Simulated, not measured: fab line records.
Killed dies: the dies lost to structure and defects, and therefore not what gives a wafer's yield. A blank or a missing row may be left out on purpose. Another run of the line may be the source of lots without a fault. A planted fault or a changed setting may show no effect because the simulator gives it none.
What tool caused it? -- flow sky130 -- 12 lots, 36 wafers sampled, at 5 steps of a route of 708

## WHAT THE GAUGES READ, wafer by wafer
SKY_VIA1_THK_MEAS_01. Usual: for VIA1_HDPCVD_THK the level is 1026 nm and the standard deviation is 13.
lot,measured,on,VIA1_HDPCVD_THK (nm),flag
L506,day 32 10:31,film-metro-02,1016 1013 1021,
L508,day 33 08:15,film-metro-02,1007 1021 1009,
L509,day 33 15:34,film-metro-04,1031 1028 1030,
L514,day 35 08:15,film-metro-02,1007 998 1002,
L513,day 35 08:56,film-metro-02,1044 1045 1043,
L512,day 35 10:28,film-metro-02,1016 1028 1014,
L515,day 35 22:29,film-metro-04,1008 1021 1005,
L517,day 36 09:22,film-metro-04,1017 1020 1014,
L521,day 37 14:01,film-metro-02,1031 1036 1017,
L525,day 38 16:02,film-metro-04,1016 1038 1037,
L528,day 39 15:14,film-metro-03,1043 1029 1041,
L529,day 41 05:39,film-metro-04,1044 1057 1048,

SKY_VIA1_BOW_MEAS_03. Usual: for VIA1_BOW the level is 80 um and the standard deviation is 7.4.
lot,measured,on,VIA1_BOW (um),flag
L506,day 32 11:43,film-metro-04,82 80 85,
L508,day 33 08:38,film-metro-04,80 77 84,
L509,day 33 15:55,film-metro-03,77 77 75,
L514,day 35 08:37,film-metro-02,75 79 74,
L513,day 35 09:19,film-metro-02,86 64 76,
L512,day 35 10:50,film-metro-02,76 77 76,
L515,day 35 22:52,film-metro-03,67 81 74,
L517,day 36 09:43,film-metro-02,84 85 79,
L521,day 37 14:23,film-metro-03,80 76 70,
L525,day 38 16:23,film-metro-03,69 85 77,
L528,day 39 15:36,film-metro-04,94 87 82,
L529,day 41 06:06,film-metro-02,66 90 85,

## EACH LOT AND THE TOOL THAT RAN IT (in order: tool; ch and the chambers of the sampled wafers; start)
lot,SKY_LOCAL_INTERCONNECT_ETCH_13,SKY_LOCAL_INTERCONNECT_STRIP_15,SKY_METAL1_SPUTTER_02
L506,"rie-metal-02 ch 0,1, day 29 21:52","plasma-asher-04 ch 0,1, day 29 21:59","pvd-sputter-03, day 31 05:04"
L508,"rie-metal-02 ch 0, day 30 21:25","plasma-asher-03 ch 0,1, day 30 21:37","pvd-sputter-01, day 32 03:31"
L509,"rie-metal-04 ch 0,1, day 31 03:52","plasma-asher-03 ch 0,1, day 31 03:59","pvd-sputter-01, day 32 11:34"
L514,"rie-metal-04 ch 1, day 32 22:23","plasma-asher-03 ch 0,1, day 32 22:29","pvd-sputter-04, day 34 03:45"
L513,"rie-metal-01 ch 0,1, day 33 00:32","plasma-asher-03 ch 0,1, day 33 00:38","pvd-sputter-01, day 34 05:10"
L512,"rie-metal-02 ch 0,1, day 33 01:15","plasma-asher-01 ch 0,1, day 33 01:23","pvd-sputter-04, day 34 06:14"
L515,"rie-metal-04 ch 0,1, day 33 13:35","plasma-asher-04 ch 0,1, day 33 13:41","pvd-sputter-03, day 34 18:22"
L517,"rie-metal-04 ch 0,1, day 34 01:08","plasma-asher-01 ch 0,1, day 34 01:14","pvd-sputter-04, day 35 06:06"
L521,"rie-metal-04 ch 0,1, day 35 06:12","plasma-asher-03 ch 0,1, day 35 06:20","pvd-sputter-04, day 36 11:05"
L525,"rie-metal-04 ch 0,1, day 36 08:49","plasma-asher-01 ch 0,1, day 36 08:56","pvd-sputter-01, day 37 13:35"
L528,"rie-metal-01 ch 0,1, day 37 09:34","plasma-asher-01 ch 0,1, day 37 09:41","pvd-sputter-03, day 38 13:25"
L529,"rie-metal-02 ch 0,1, day 38 14:14","plasma-asher-03 ch 0,1, day 38 14:21","pvd-sputter-01, day 39 18:17"
- SKY_LOCAL_INTERCONNECT_ETCH_13: etches BARC in N2/H2, stops on SiO2, time 45.9 s, target depth 60 nm.
- SKY_LOCAL_INTERCONNECT_STRIP_15: strips in O2/N2.
- SKY_METAL1_SPUTTER_02: material AlCu, target thk 250 nm, time 13.3 s.

## WHAT THE TOOLS THEMSELVES READ (means of the sampled wafers that have a number; where no wafer has one, the mark that the record gives instead)
SKY_LOCAL_INTERCONNECT_ETCH_13. Usual: drypump-motor-current-A 5.8 A, standard deviation 0.42; oes-product-au 0.855 a.u., standard deviation 0.0044; run-length-s 74.2 s, standard deviation 0.54; throttle-valve-pct 13.225 %, standard deviation 0.0093.
lot,tool,drypump-motor-current-A (A),oes-product-au (a.u.),run-length-s (s),throttle-valve-pct (%),flag
L506,rie-metal-02,5.2,0.852,74.4,13.222,
L508,rie-metal-02,5.3,0.852,74.2,13.227,
L509,rie-metal-04,6.2,0.855,74.5,13.222,
L514,rie-metal-04,6.3,0.854,74.9,13.220,
L513,rie-metal-01,5.8,0.853,73.6,13.229,
L512,rie-metal-02,5.2,0.858,74.6,13.233,
L515,rie-metal-04,6.2,0.851,74.7,13.235,
L517,rie-metal-04,6.2,0.851,74.1,13.225,
L521,rie-metal-04,6.2,0.668,105.1,13.207,OFF
L525,rie-metal-04,6.2,0.666,104.6,13.201,OFF
L528,rie-metal-01,5.8,0.853,73.9,13.210,
L529,rie-metal-02,5.2,0.851,74.1,13.218,

SKY_LOCAL_INTERCONNECT_STRIP_15. Usual: drypump-motor-current-A 5.9 A, standard deviation 0.37; oes-product-au 0.426 a.u., standard deviation 0.0045; strip-time-to-endpoint-s 4.721 s, standard deviation 0.024.
lot,tool,drypump-motor-current-A (A),oes-product-au (a.u.),strip-time-to-endpoint-s (s),flag
L506,plasma-asher-04,5.5,0.427,4.737,
L508,plasma-asher-03,5.8,0.426,4.727,
L509,plasma-asher-03,5.8,0.428,4.732,
L514,plasma-asher-03,6.1,0.426,4.686,
L513,plasma-asher-03,5.8,0.429,4.737,
L512,plasma-asher-01,5.8,0.426,4.729,
L515,plasma-asher-04,5.5,0.425,4.694,
L517,plasma-asher-01,6.0,0.425,4.724,
L521,plasma-asher-03,5.8,0.414,4.383,OFF
L525,plasma-asher-01,5.7,0.417,4.409,OFF
L528,plasma-asher-01,5.8,0.428,4.754,
L529,plasma-asher-03,5.8,0.426,4.714,

SKY_METAL1_SPUTTER_02. Usual: throttle-valve-pct 30.0 %, standard deviation 0.97.
lot,tool,throttle-valve-pct (%),flag
L506,pvd-sputter-03,29.5,
L508,pvd-sputter-01,30.9,
L509,pvd-sputter-01,30.9,
L514,pvd-sputter-04,31.9,
L513,pvd-sputter-01,30.3,
L512,pvd-sputter-04,30.3,
L515,pvd-sputter-03,29.3,
L517,pvd-sputter-04,29.3,
L521,pvd-sputter-04,30.3,
L525,pvd-sputter-01,30.6,
L528,pvd-sputter-03,29.3,
L529,pvd-sputter-01,30.6,

## THE ANSWER, worked out from the rows above alone
Rule: lot off if the mean of its wafers having a number is beyond 3 standard deviations from the usual mean. A lot without any number at a reading at which 4 lots or more have one is off too. All remaining lots with rows at the step are treated as sound. After the gauges, taken in route order, come the tools' own readings; for these a lot's mean is taken, as printed above. At the first step where some lot is off, the reading lying furthest off is the one used; lots without a number count as furthest.
Off: L521, L525 (SKY_LOCAL_INTERCONNECT_ETCH_13, run-length-s).
If a tool, at that step or one of the process steps before it, ran each lot that is off and ran no sound lot following the first of them, it fits. One fits: SKY_LOCAL_INTERCONNECT_ETCH_13 on rie-metal-04. A fault onset in the window from L517 (day 34 01:08, its last sound lot) to L521 (day 35 06:12, its first lot off) fits.
The tool's own readings at SKY_LOCAL_INTERCONNECT_ETCH_13 bear it out: on the lots that are off they differ by more than 5 times the standard deviation of the sound lots' means. oes-product-au reads 0.667 a.u. there against 0.853 a.u. on the sound lots; run-length-s reads 104.8 s there against 74.3 s on the sound lots.

## WHAT HAD BEEN PUT IN BY THE SIMULATOR
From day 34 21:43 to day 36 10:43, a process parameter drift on rie-metal-04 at SKY_LOCAL_INTERCONNECT_ETCH_13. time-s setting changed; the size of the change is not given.
Shown lots that were struck: L521, L525. The rule given above showed the same thing.
